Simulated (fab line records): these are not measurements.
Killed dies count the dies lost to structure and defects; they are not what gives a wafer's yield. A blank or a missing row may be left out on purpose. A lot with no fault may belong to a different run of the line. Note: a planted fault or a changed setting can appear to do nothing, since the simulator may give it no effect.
A struck lot beside a sound one | flow gf180mcu | 18 steps out of a route of 602
Sound: wafers L583.1, L583.2, L583.6. Struck: wafers L578.3, L578.5, L578.6. The cause is named last.
Each step with rows lists, per side, the tool, then ch with its chambers, then its first start. Under that, the readings that differ: sound wafers | struck wafers | difference of the means | sigmas: that difference in standard deviations of wafers without a fault.
alike: words and numbers the same on both sides, and readings whose means are apart by under 2 such deviations; not compared: readings that were withheld, readings missing a value for some wafer, numbers with overlapping values and no deviation given by the record, and bounds like >300 which may hide the same value.
The two part at a step that has a row with sigmas, a row that says differs or no value, or rows on one side only. Non-overlapping numbers with no deviation appear without sigmas and do not part them. A reading missing from all wafers of one side parts the sides only when that side holds two or more wafers.

first, 3 steps without rows for these wafers: GF_V3_EXPOSE_11 (exposes mask Via3, target cd 260 nm); GF_V3_PEB_12 (peb time 90 s); GF_V3_DEVELOP_13 (develop time 60 s).
GF_V3_CD_MEAS_14 targets a cd of 260 nm.
  sound on cd sem-01, day 27 15:09; struck on cd sem-02, day 25 20:48
  alike: cd nm
GF_V3_OVL_MEAS_15:
  sound on overlay-02, day 27 15:16; struck on overlay-01, day 25 20:53
  alike: V3_OVL
GF_V3_ETCH_16: etches BARC in N2/H2.
  sound on rie diel-04 ch 1,2, day 27 15:19; struck on rie diel-03 ch 0,1,3, day 25 20:55
  alike: bias w, drypump motor current A, oes product au, throttle valve pct
GF_V3_ETCH_17: etches SiO2 in C4F8/O2/Ar, stops on TiN, target depth 635 nm.
  sound: rie diel-04 ch 1,2; struck: rie diel-03 ch 0,1,3
  alike: bias w, oes product au
then, 3 steps without rows for these wafers: GF_V3_STRIP_18 (strips in O2/N2); GF_V3_STRIP_19 (strips in post etch residue remover, time 1200 s); GF_V3_CLEAN_20 (cleans in DIW).
GF_V3_SPUTTER_21: material Ti, target thk 15 nm, time 80.02 s.
  sound on pvd sputter-03, day 27 15:59; struck on pvd sputter-02, day 25 21:35
  alike: throttle valve pct
GF_V3_SPUTTER_22: material TiN, target thk 10 nm, time 40 s.
  sound on pvd sputter-03, day 27 16:02; struck on pvd sputter-02, day 25 21:38
  alike: throttle valve pct
GF_V3_CVD_23: deposits W, target thk 350 nm, time 104.9 s.
  sound on cvd w-02 ch 0,1, day 27 16:05; struck on cvd w-01 ch 0,1, day 25 21:43
  reading                          | sound                | struck               | difference | sigmas
  susceptor temp C (C)             | 400.18 400.35 400.19 | 414.66 414.53 414.58 | +14.35     | +62
  model.W_of_V3_CVD_23.thk nm (nm) | 342.7 343.8 349.4    | 451.2 450.8 461.2    | +109.1     |
  alike: heater power outer w, heater power w
GF_V3_RS_MEAS_24: the measuring method here is four-point-probe.
  sound on film metro-04, day 27 16:11; struck on film metro-02, day 25 22:07
  reading          | sound             | struck            | difference | sigmas
  V3_W_RS (ohm/sq) | 0.335 0.333 0.328 | 0.253 0.253 0.248 | -0.081     | -16
  not compared: hold
GF_V3_THK_MEAS_25: measures by xrf.
  sound on film metro-04, day 27 16:19; struck on film metro-02, day 26 00:52
  reading       | sound       | struck      | difference | sigmas
  V3_W_THK (nm) | 343 344 347 | 464 467 476 | +124       | +15
  not compared: hold
GF_V3_CMP_26: polishes, stops on SiO2, t overpolish 15 s, target thk 0 nm.
  sound on cmp-01 ch 0,1,2, day 27 16:22; struck on cmp-01 ch 2,3, day 26 02:47
  reading                | sound    | struck                                                                     | difference                   | sigmas
  hold                   | - - -    | await dispo/1.4h/release await dispo/1.4h/release await dispo/1.4h/release | no value on the sound wafers |
  time to endpoint s (s) | 80 79 85 | 113 119 114                                                                | +34                          | +10
  alike: motor current A, slurry flow ml min
GF_M4_SPUTTER_00: material Ti, target thk 37.5 nm, time 150 s.
  sound on pvd sputter-04, day 27 16:40; struck on pvd sputter-04, day 26 03:02
  alike: throttle valve pct
-- the record jumps here: 6 days lie between the struck wafers' starts before and after (it left off in module M4 and takes up again in module PASSIVATION, whose first step shown is number 602 of the route) --
GF_PASSIVATION_PROBE_99:
  only the struck wafers here have rows in the record (prober-02, day 31 21:14); the sound ones have none

WHERE THEY PART
Earliest at GF_V3_CVD_23; latest, in this record, at GF_PASSIVATION_PROBE_99.

WHY: what had been put in by the simulator
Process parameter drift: cvd w-01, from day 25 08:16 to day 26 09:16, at GF_V3_CVD_23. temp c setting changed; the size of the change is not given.
